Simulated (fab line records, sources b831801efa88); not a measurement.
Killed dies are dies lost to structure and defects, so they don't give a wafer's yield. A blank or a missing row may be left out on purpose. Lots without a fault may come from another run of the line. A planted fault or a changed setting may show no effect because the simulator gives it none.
A struck lot beside a sound one | flow sky130 | 16 steps out of a route of 708
Sound: wafers L339.2, L339.4, L339.5. Struck: wafers L331.2, L331.4, L331.6. The cause comes at the end.
At each step with rows: each side's tool, then ch and its chambers, then its first start. Under that, the readings that differ: sound wafers | struck wafers | difference of the means | sigmas: that difference in standard deviations of wafers without a fault.
alike: readings whose means differ by less than 2 such deviations, and words and numbers that are the same on both sides. not compared: withheld readings, readings that some wafer has no value for, bounds like >300 that may hide the same value, and numbers for which the record gives no deviation and whose values overlap.
The two part at a step that has a row with sigmas, a row that says differs or no value, or rows on one side only. Numbers that don't overlap but have no deviation are shown without sigmas and don't part them. A reading that every wafer of one side lacks parts them only if that side has two wafers or more.

SKY_NWELL_RS_MEAS_29: measures by four-point-probe.
  sound on film_metro-03, day 9 06:47; struck on film_metro-03, day 7 08:46
  alike: NWELL_RS
SKY_NWELL_RS_MEAS_31: measures by four-point-probe.
  sound on film_metro-03, day 9 07:02; struck on film_metro-03, day 7 09:00
  alike: PWDE_RS
then, 7 steps without rows for these wafers: SKY_VT_ADJUST_HVTP_DEHYDRATE_00 (time 60 s); SKY_VT_ADJUST_HVTP_HMDS_01 (prime time 60 s); SKY_VT_ADJUST_HVTP_COAT_02 (resist thk 1140 nm); SKY_VT_ADJUST_HVTP_SOFTBAKE_03 (time 60 s); SKY_VT_ADJUST_HVTP_EXPOSE_04 (exposes mask HVTPM, target cd 380 nm); SKY_VT_ADJUST_HVTP_PEB_05; SKY_VT_ADJUST_HVTP_DEVELOP_06 (develop time 60 s).
SKY_VT_ADJUST_HVTP_CD_MEAS_07: target cd 380 nm.
  sound on cd_sem-01, day 10 05:15; struck on cd_sem-02, day 8 03:57
  alike: cd_nm
SKY_VT_ADJUST_HVTP_OVL_MEAS_08:
  sound on overlay-02, day 10 05:22; struck on overlay-01, day 8 04:04
  alike: VT_ADJUST_HVTP_OVL
SKY_VT_ADJUST_HVTP_IMPLANT_09:
  sound on implanter-01 ch 0, day 10 05:25; struck on implanter-03 ch 0, day 8 04:07
  reading                   | sound                | struck               | difference | sigmas
  beam_energy_keV           | 150.02 149.94 149.96 | 136.83 136.76 136.85 | -13.16     | -99 or more
  model.implant.rp_nm (nm)  | 82.11 82.11 82.11    | 77.78 77.78 77.78    | -4.33      |
  model.implant.drp_nm (nm) | 33.4 33.4 33.4       | 31.04 31.04 31.04    | -2.36      |
SKY_VT_ADJUST_HVTP_STRIP_10: strips in O2/N2.
  sound on plasma_asher-02 ch 1, day 10 05:32; struck on plasma_asher-03 ch 0,1, day 8 04:14
  alike: drypump_motor_current_A, oes_product_au, strip_time_to_endpoint_s
  not compared: rf_hours_counter_h
SKY_VT_ADJUST_HVTP_TW_MEAS_11:
  sound on film_metro-03, day 10 05:39; struck on film_metro-04, day 8 04:21
  reading           | sound          | struck         | difference | sigmas
  VT_ADJUST_HVTP_TW | 1371 1364 1359 | 1329 1337 1336 | -31        | -4
then, 1 step without rows for these wafers: SKY_VT_ADJUST_LVTN_DEHYDRATE_00 (time 60 s).
-- the record jumps here: 39 days lie between the struck wafers' starts before and after (it left off in module VT_ADJUST_LVTN and takes up again in module PAD_OPEN, whose first step shown is number 708 of the route) --
SKY_PAD_OPEN_PROBE_99:
  the record has rows for the struck wafers here (prober-02, day 47 14:00) and none for the sound ones

WHERE THEY PART
First at SKY_VT_ADJUST_HVTP_IMPLANT_09; last, within this record, at SKY_PAD_OPEN_PROBE_99.

WHY: what the simulator had put in
Process parameter drift: implanter-03, from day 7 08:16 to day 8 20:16, at SKY_VT_ADJUST_HVTP_IMPLANT_09. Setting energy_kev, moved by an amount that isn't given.
